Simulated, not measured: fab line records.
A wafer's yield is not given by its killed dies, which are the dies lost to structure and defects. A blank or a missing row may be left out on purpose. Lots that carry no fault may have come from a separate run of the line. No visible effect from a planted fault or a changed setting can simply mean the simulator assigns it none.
Struck lot and sound lot, side by side / flow sky130 / 26 out of 708 route steps
Sound: wafers L834.3, L834.5, L834.6. Struck: wafers L827.1, L827.2, L827.6. Last of all comes the cause.
Order at every step that has rows: each side's tool, ch and its chambers, its first start. Under that, the readings that differ: sound wafers / struck wafers / difference of the means / sigmas: that difference in standard deviations of wafers without a fault.
alike: a reading whose means differ by less than 2 such deviations, as well as words and numbers matching on both sides. not compared: withheld readings; readings where some wafer has no value; bounds like >300 that might hide an equal value; numbers whose values overlap and for which the record gives no deviation.
Wherever a step has rows on one side only, a row that says differs or no value, or a row with sigmas, the two part there. Numbers that don't overlap but have no deviation are shown without sigmas and don't part them. A reading that every wafer of one side lacks parts them only if that side has two wafers or more.

first, 3 steps without rows for these wafers: SKY_FIELD_ISO_WET_ETCH_30 (etches SiO2 in dHF, target depth 25 nm, time 50 s); SKY_NWELL_CLEAN_00 (cleans in SC1/SC2, time 150 s); SKY_NWELL_OXIDATION_01 (stabilise 600 s, purge 300 s, target thk 10 nm).
SKY_NWELL_THK_MEAS_02:
  sound on film metro-03, day 5 08:35; struck on film metro-03, day 3 20:41
  alike: NWELL_OXIDATION_THK
then, 8 steps without rows for these wafers: SKY_DNWELL_DEHYDRATE_00 (time 60 s); SKY_DNWELL_HMDS_01 (prime time 60 s); SKY_DNWELL_COAT_02 (resist thk 3000 nm); SKY_DNWELL_SOFTBAKE_03; SKY_DNWELL_EXPOSE_04 (exposes mask DNM, target cd 3000 nm); SKY_DNWELL_PEB_05; SKY_DNWELL_DEVELOP_06 (develop time 60 s); SKY_DNWELL_IMPLANT_07.
SKY_DNWELL_STRIP_08: strips in O2/N2.
  sound on plasma asher-01 ch 0,1, day 6 02:47; struck on plasma asher-04 ch 0,1, day 4 13:24
  no value came back on the struck wafers for chamber pressure mTorr (mTorr), drypump motor current A (A), oes product au (a.u.), strip time to endpoint s (s); on the sound wafers chamber pressure mTorr (mTorr) reads 1500.4 1499.1 1500.1
reading=model.coat_of_DNWELL_COAT_02.thk nm (nm); sound=0 0 0; struck=2991 2994 2990; difference=+2992; sigmas=
  not compared: rf hours counter h
SKY_DNWELL_TW_MEAS_09:
  sound on film metro-01, day 6 02:52; struck on film metro-01, day 4 13:30
  alike: DNWELL_TW
then, 7 steps without rows for these wafers: SKY_PWDE_DEHYDRATE_00 (time 60 s); SKY_PWDE_HMDS_01 (prime time 60 s); SKY_PWDE_COAT_02 (resist thk 3000 nm); SKY_PWDE_SOFTBAKE_03; SKY_PWDE_EXPOSE_04 (exposes mask PWDEM, target cd 840 nm); SKY_PWDE_PEB_05; SKY_PWDE_DEVELOP_06 (develop time 60 s).
SKY_PWDE_OVL_MEAS_07:
  sound on overlay-02, day 6 21:34; struck on overlay-01, day 5 06:04
  alike: PWDE_OVL
after that, 1 step had no rows for these wafers: SKY_PWDE_IMPLANT_08.
SKY_PWDE_STRIP_09: strips in O2/N2.
  sound on plasma asher-03 ch 0,1, day 6 21:46; struck on plasma asher-02 ch 0,1, day 5 06:14
reading=oes product au (a.u.); sound=0.724 0.727 0.721; struck=0.738 0.742 0.743; difference=+0.017; sigmas=+4
reading=strip time to endpoint s (s); sound=36.82 36.84 36.78; struck=81.04 81.18 81.06; difference=+44.28; sigmas=+99 or more
  alike: chamber pressure mTorr, drypump motor current A
  not compared: rf hours counter h
SKY_PWDE_TW_MEAS_10:
  sound on film metro-03, day 6 21:52; struck on film metro-03, day 5 06:20
reading=PWDE_TW; sound=371 370 368; struck=30 30 30; difference=-340; sigmas=-77
then, 1 step without rows for these wafers: SKY_NWELL_DEHYDRATE_03 (time 60 s).

## WHERE THEY PART
Last at SKY_PWDE_TW_MEAS_10 as far as this record goes, first at SKY_DNWELL_STRIP_08.

WHY: what had been put in by the simulator
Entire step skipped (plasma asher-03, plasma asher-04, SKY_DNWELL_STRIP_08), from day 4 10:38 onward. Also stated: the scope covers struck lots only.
